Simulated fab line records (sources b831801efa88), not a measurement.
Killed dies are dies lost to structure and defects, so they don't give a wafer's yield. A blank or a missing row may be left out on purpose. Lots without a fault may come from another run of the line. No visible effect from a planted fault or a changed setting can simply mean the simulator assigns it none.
Comparing a struck lot with a sound one    flow sky130    45 out of 708 route steps
Sound: wafers L242.2, L242.3, L242.5. Struck: wafer L249.6. (L249.4 of the same lot was not struck and is left out.) The cause comes at the end.
At each step with rows: each side's tool, then ch and its chambers, then its first start. Under that, the readings that differ: sound wafers    struck wafers    difference of the means    sigmas: that difference in standard deviations of wafers without a fault.
alike: words and numbers the same on both sides, and readings whose means are apart by under 2 such deviations; not compared: readings that were withheld, readings missing a value for some wafer, numbers with overlapping values and no deviation given by the record, and bounds like >300 which may hide the same value.
A row with sigmas, a row that says differs or no value, or rows on one side alone: a step with any of these is where the two part. Numbers that don't overlap but have no deviation are shown without sigmas and don't part them. A reading that every wafer of one side lacks parts them only if that side has two wafers or more.

first, 2 steps without rows for these wafers: SKY_DNWELL_DEVELOP_06 (develop time 60 s); SKY_DNWELL_IMPLANT_07.
SKY_DNWELL_STRIP_08: strips in O2/N2.
  sound on plasma asher-03 ch 0,1, day 4 04:38; struck on plasma asher-04 ch 1, day 5 12:28
reading                       sound              struck  difference  sigmas
strip time to endpoint s (s)  36.93 36.92 36.79  36.59   -0.29       -3
  alike: drypump motor current A, o2 flow sccm, oes product au
  not compared: rf hours counter h
SKY_DNWELL_TW_MEAS_09:
  struck on film metro-03, day 5 12:34; sound on film metro-03, day 4 04:45
  alike: DNWELL_TW
then, 7 steps without rows for these wafers: SKY_PWDE_DEHYDRATE_00 (time 60 s); SKY_PWDE_HMDS_01 (prime time 60 s); SKY_PWDE_COAT_02 (resist thk 3000 nm); SKY_PWDE_SOFTBAKE_03; SKY_PWDE_EXPOSE_04 (exposes mask PWDEM, target cd 840 nm); SKY_PWDE_PEB_05; SKY_PWDE_DEVELOP_06 (develop time 60 s).
SKY_PWDE_OVL_MEAS_07:
  struck on overlay-01, day 6 07:40; sound on overlay-02, day 4 22:27
  alike: PWDE_OVL
SKY_PWDE_IMPLANT_08:
  sound on implanter-02 ch 0, day 4 22:31; struck on implanter-04 ch 0, day 6 07:45
SKY_PWDE_STRIP_09: strips in O2/N2.
  sound on plasma asher-01 ch 0,1, day 4 22:38; struck on plasma asher-01 ch 0, day 6 07:52
  alike: drypump motor current A, o2 flow sccm, oes product au, strip time to endpoint s
  not compared: rf hours counter h
SKY_PWDE_TW_MEAS_10:
  struck on film metro-03, day 6 07:58; sound on film metro-03, day 4 22:44
reading  sound              struck  difference  sigmas
PWDE_TW  374.6 375.4 372.5  368.2   -6.0        -3
then, 7 steps without rows for these wafers: SKY_NWELL_DEHYDRATE_03 (time 60 s); SKY_NWELL_HMDS_04 (prime time 60 s); SKY_NWELL_COAT_05 (resist thk 3000 nm); SKY_NWELL_SOFTBAKE_06; SKY_NWELL_EXPOSE_07 (exposes mask NWM, target cd 840 nm); SKY_NWELL_PEB_08; SKY_NWELL_DEVELOP_09 (develop time 60 s).
SKY_NWELL_OVL_MEAS_10:
  struck on overlay-02, day 7 03:08; sound on overlay-01, day 5 17:23
  alike: NWELL_00_OVL
then, 3 steps without rows for these wafers: SKY_NWELL_IMPLANT_11; SKY_NWELL_IMPLANT_12; SKY_NWELL_IMPLANT_13.
SKY_NWELL_STRIP_14: strips in O2/N2.
  sound on plasma asher-03 ch 0,1, day 5 17:52; struck on plasma asher-02 ch 0, day 7 03:46
  alike: drypump motor current A, o2 flow sccm, oes product au, strip time to endpoint s
  not compared: rf hours counter h
SKY_NWELL_TW_MEAS_15:
  struck on film metro-03, day 7 03:52; sound on film metro-03, day 5 17:58
  alike: NWELL_TW
then, 7 steps without rows for these wafers: SKY_NWELL_DEHYDRATE_16 (time 60 s); SKY_NWELL_HMDS_17 (prime time 60 s); SKY_NWELL_COAT_18 (resist thk 3000 nm); SKY_NWELL_SOFTBAKE_19; SKY_NWELL_EXPOSE_20 (exposes mask NWM COMPLEMENT, target cd 840 nm); SKY_NWELL_PEB_21; SKY_NWELL_DEVELOP_22 (develop time 60 s).
SKY_NWELL_OVL_MEAS_23:
  struck on overlay-01, day 8 00:31; sound on overlay-02, day 6 13:23
  alike: NWELL_01_OVL
then, 1 step without rows for these wafers: SKY_NWELL_IMPLANT_24.
SKY_NWELL_STRIP_25: strips in O2/N2.
  sound on plasma asher-01 ch 0,1, day 6 13:34; struck on plasma asher-02 ch 0, day 8 00:43
  alike: drypump motor current A, o2 flow sccm, oes product au, strip time to endpoint s
  not compared: rf hours counter h
SKY_NWELL_TW_MEAS_26:
  struck on film metro-02, day 8 00:49; sound on film metro-01, day 6 13:40
  alike: NWELL_2_TW
then, 1 step without rows for these wafers: SKY_NWELL_CLEAN_27 (cleans in SC1/SC2, time 150 s).
SKY_NWELL_RTA_28: time 30 s.
  sound on rtp anneal-02 ch 0, day 6 13:47; struck on rtp anneal-02 ch 0, day 8 00:57
  alike: lamp power pct, ramp down c per s, wafer_temp_C_max
SKY_NWELL_RS_MEAS_29: uses a four-point probe to measure.
  struck on film metro-02, day 8 01:04; sound on film metro-03, day 6 13:53
  alike: NWELL_RS
SKY_NWELL_RS_MEAS_31: uses a four-point probe to measure.
  struck on film metro-02, day 8 01:35; sound on film metro-03, day 6 14:08
reading           sound           struck  difference  sigmas
PWDE_RS (ohm/sq)  5285 5270 5294  5607    +324        +20
  not compared: hold
SKY_VT_ADJUST_HVTP_DEHYDRATE_00: time 60 s.
  sound on litho track-02 ch 0, day 7 00:05; struck on litho track-04 ch 0, day 8 11:28
reading                 sound              struck                    difference                    sigmas
hold                    - - -              await dispo/1.7h/release  no value on the sound wafers  
resist line temp C (C)  22.96 23.02 23.07  22.79                     -0.23                         -2
-- here the record skips 41 days between the struck wafers' starts before and after, leaving off in module VT_ADJUST_HVTP and picking up in module PAD_OPEN (first step shown: number 708 of the route) --
SKY_PAD_OPEN_PROBE_99:
  struck on prober-02, day 49 05:05; sound on prober-01, day 47 20:11
reading                                    sound                         struck     difference  sigmas
model.etest.res_p_drift_20v.line ohm um    1.12e+04 1.122e+04 1.148e+04  1.42e+04   +2.90e+03   
model.etest.res_p_drift_20v.rs ohm sq      9301 9319 9560                1.203e+04  +2.637e+03  
model.etest.res pwde under gate.rs ohm sq  6133 6211 6215                7009       +823        
  alike: killed_at_M0_to_M3, killed_at_M4_up, killed at contacts, killed at front end, killed at other, killed dies, killed on rim, killed open, killed short

== WHERE THEY PART ==
First at SKY_DNWELL_STRIP_08; last, within this record, at SKY_VT_ADJUST_HVTP_DEHYDRATE_00. Later steps at which nothing parts them and some readings are alike: SKY_PAD_OPEN_PROBE_99.

WHY: what the simulator had put in
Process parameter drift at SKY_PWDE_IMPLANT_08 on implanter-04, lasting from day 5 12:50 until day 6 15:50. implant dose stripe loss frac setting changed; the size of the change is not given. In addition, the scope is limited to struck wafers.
